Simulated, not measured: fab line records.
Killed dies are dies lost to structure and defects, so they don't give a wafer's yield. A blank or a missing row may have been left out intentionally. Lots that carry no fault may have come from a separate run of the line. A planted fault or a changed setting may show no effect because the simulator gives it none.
Which tool did it?    flow gf180mcu    13 lots with 39 wafers sampled at 5 steps, on a route of 602 steps

WHAT THE GAUGES SHOWED, per wafer
GF_HV_LDD_TW_MEAS_23.
lot   measured      on            HV_LDD_2_TW
L329  day 10 22:19  filmMetro-04  1027 1028 1024
L330  day 11 01:34  filmMetro-01  1054 1057 1060
L333  day 12 02:27  filmMetro-04  1038 1030 1035
L339  day 14 02:31  filmMetro-01  1052 1054 1052
L340  day 14 10:30  filmMetro-02  1045 1052 1041
L341  day 14 19:24  filmMetro-02  1044 1045 1041
L346  day 16 09:59  filmMetro-02  1051 1049 1047
L347  day 16 19:10  filmMetro-02  1051 1053 1046
L349  day 17 04:34  filmMetro-04  1037 1036 1031
L348  day 17 05:57  filmMetro-02  1057 1043 1050
L350  day 17 14:04  filmMetro-01  1063 1050 1058
L351  day 18 01:08  filmMetro-04  1039 1045 1039
L352  day 18 06:50  filmMetro-04  1042 1045 1040

GF_HV_LDD_CD_MEAS_46 targets a cd of 400 nm.
lot   measured      on        cdNm (nm)
L329  day 12 12:00  cdSem-01  400.0 399.9 399.0
L330  day 12 14:55  cdSem-01  402.6 400.7 402.4
L333  day 13 17:41  cdSem-01  399.6 396.8 397.3
L339  day 15 21:46  cdSem-02  398.5 397.5 397.5
L340  day 16 06:58  cdSem-02  400.3 398.0 397.4
L341  day 16 14:59  cdSem-02  398.0 397.0 398.0
L346  day 18 09:20  cdSem-02  397.2 397.5 398.9
L347  day 18 17:01  cdSem-02  398.9 400.7 400.7
L349  day 19 03:44  cdSem-02  402.0 401.8 401.4
L348  day 19 05:39  cdSem-02  397.6 399.0 398.9
L350  day 19 14:36  cdSem-02  400.7 399.5 399.8
L351  day 20 01:43  cdSem-02  396.2 397.2 396.0
L352  day 20 07:57  cdSem-01  400.4 398.8 396.8

GF_HV_LDD_THK_MEAS_55.
lot   measured      on            HV_LDD_CVD_54_THK (nm)
L329  day 12 13:43  filmMetro-01  10.11 9.89 10.03
L330  day 12 16:38  filmMetro-02  10.01 9.94 9.88
L333  day 13 19:24  filmMetro-02  9.95 10.16 10.11
L339  day 15 23:39  filmMetro-01  7.74 7.77 7.72
L340  day 16 08:42  filmMetro-04  7.73 7.74 7.85
L341  day 16 16:43  filmMetro-02  9.98 10.05 10.04
L346  day 18 11:37  filmMetro-02  9.88 9.92 9.78
L347  day 18 18:43  filmMetro-01  9.95 9.94 9.76
L349  day 19 05:27  filmMetro-02  10.01 10.16 9.97
L348  day 19 07:53  filmMetro-02  10.32 10.10 10.34
L350  day 19 16:52  filmMetro-04  10.01 9.97 10.00
L351  day 20 03:26  filmMetro-04  10.11 10.04 10.08
L352  day 20 09:40  filmMetro-04  9.95 9.99 10.05

WHAT TOOL EACH LOT RAN ON (gives the tool, then ch and the chambers of the sampled wafers, and finally the start)
lot   GF_POLY_GATE_ETCH_12               GF_HV_LDD_CVD_54
L329  rieDiel-02 ch 0,3, day 9 08:29     lpcvd-01 ch 1, day 12 12:41
L330  rieDiel-02 ch 0,1,3, day 9 11:44   lpcvd-01 ch 0, day 12 15:36
L333  rieDiel-02 ch 0,2, day 10 10:05    lpcvd-02 ch 1, day 13 18:22
L339  rieDiel-01 ch 1,3, day 12 08:20    lpcvd-02 ch 1, day 15 22:37
L340  rieDiel-01 ch 1, day 12 16:34      lpcvd-02 ch 1, day 16 07:41
L341  rieDiel-02 ch 0,2,3, day 13 01:46  lpcvd-01 ch 1, day 16 15:41
L346  rieDiel-02 ch 0,1, day 14 13:13    lpcvd-01 ch 1, day 18 10:34
L347  rieDiel-02 ch 0,1, day 14 21:43    lpcvd-01 ch 1, day 18 17:40
L349  rieDiel-03 ch 0,1,2, day 15 05:29  lpcvd-02 ch 0, day 19 04:25
L348  rieDiel-02 ch 1,3, day 15 05:46    lpcvd-02 ch 0, day 19 06:21
L350  rieDiel-03 ch 0,1,3, day 15 14:50  lpcvd-01 ch 1, day 19 15:17
L351  rieDiel-01 ch 0,2, day 15 23:07    lpcvd-01 ch 1, day 20 02:25
L352  rieDiel-02 ch 0,1, day 16 06:32    lpcvd-01 ch 0, day 20 08:39
- GF_POLY_GATE_ETCH_12: etches BARC in N2/H2.
- GF_HV_LDD_CVD_54: deposits SiO2 from TEOS, target thk 10 nm, time 75 s.

AS READ BY THE TOOLS THEMSELVES (means over the sampled wafers that have a number; for cases with no such wafer, the mark the record gives instead)
GF_POLY_GATE_ETCH_12.
lot   tool        drypumpMotorCurrentA (A)  n2FlowSccm (sccm)  oesProductAu (a.u.)  throttleValvePct (%)
L329  rieDiel-02  6.1                       100.0              0.740                13.214
L330  rieDiel-02  6.0                       99.9               0.735                13.217
L333  rieDiel-02  5.9                       100.2              0.733                13.208
L339  rieDiel-01  6.0                       99.9               0.734                13.214
L340  rieDiel-01  6.7                       100.1              0.736                13.216
L341  rieDiel-02  6.0                       99.9               0.735                13.219
L346  rieDiel-02  5.8                       100.0              0.740                13.225
L347  rieDiel-02  5.8                       100.0              0.737                13.213
L349  rieDiel-03  5.8                       100.2              0.733                13.222
L348  rieDiel-02  6.0                       99.9               0.738                13.210
L350  rieDiel-03  6.0                       100.0              0.737                13.210
L351  rieDiel-01  5.8                       99.9               0.732                13.220
L352  rieDiel-02  6.0                       99.9               0.736                13.216

GF_HV_LDD_CVD_54.
lot   tool      zonePowerTopPct (%)
L329  lpcvd-01  20.6
L330  lpcvd-01  24.4
L333  lpcvd-02  21.0
L339  lpcvd-02  21.1
L340  lpcvd-02  21.0
L341  lpcvd-01  20.6
L346  lpcvd-01  20.3
L347  lpcvd-01  20.6
L349  lpcvd-02  19.1
L348  lpcvd-02  19.0
L350  lpcvd-01  20.5
L351  lpcvd-01  20.6
L352  lpcvd-01  24.1

THE ANSWER, worked out from the rows above alone
Rule: usual is defined by the lots themselves. Put in order of their means at a reading, lots are off if they are a third of the lots or fewer, leave a main group of 4 or more, and stand apart from it by a gap of 3 or more times the standard deviation of the main group's means; of several such gaps the widest counts. A main group whose means are all the same, to the digits that the tables above print for the reading, isn't used. A lot without any number at a reading at which 4 lots or more have one is off too. All remaining lots with rows at the step are treated as sound. Order of review: gauges by route order, followed by the tools' own readings, for which a lot's mean as printed above is used. The first step at which some lot is off is used, and at that step the reading that is off furthest; a lot without a number counts as furthest.
Off: L339, L340, seen at GF_HV_LDD_THK_MEAS_55 (HV_LDD_CVD_54_THK). Mean 10.01 nm and standard deviation 0.1 in the main group.
If a tool, at a process step before that reading, ran all the lots that are off and no sound lot after the first of them, it fits. Those tools and the gauges at GF_HV_LDD_THK_MEAS_55 are tried in the same way. No candidate that was tried fits.

WHAT HAD BEEN PUT IN BY THE SIMULATOR
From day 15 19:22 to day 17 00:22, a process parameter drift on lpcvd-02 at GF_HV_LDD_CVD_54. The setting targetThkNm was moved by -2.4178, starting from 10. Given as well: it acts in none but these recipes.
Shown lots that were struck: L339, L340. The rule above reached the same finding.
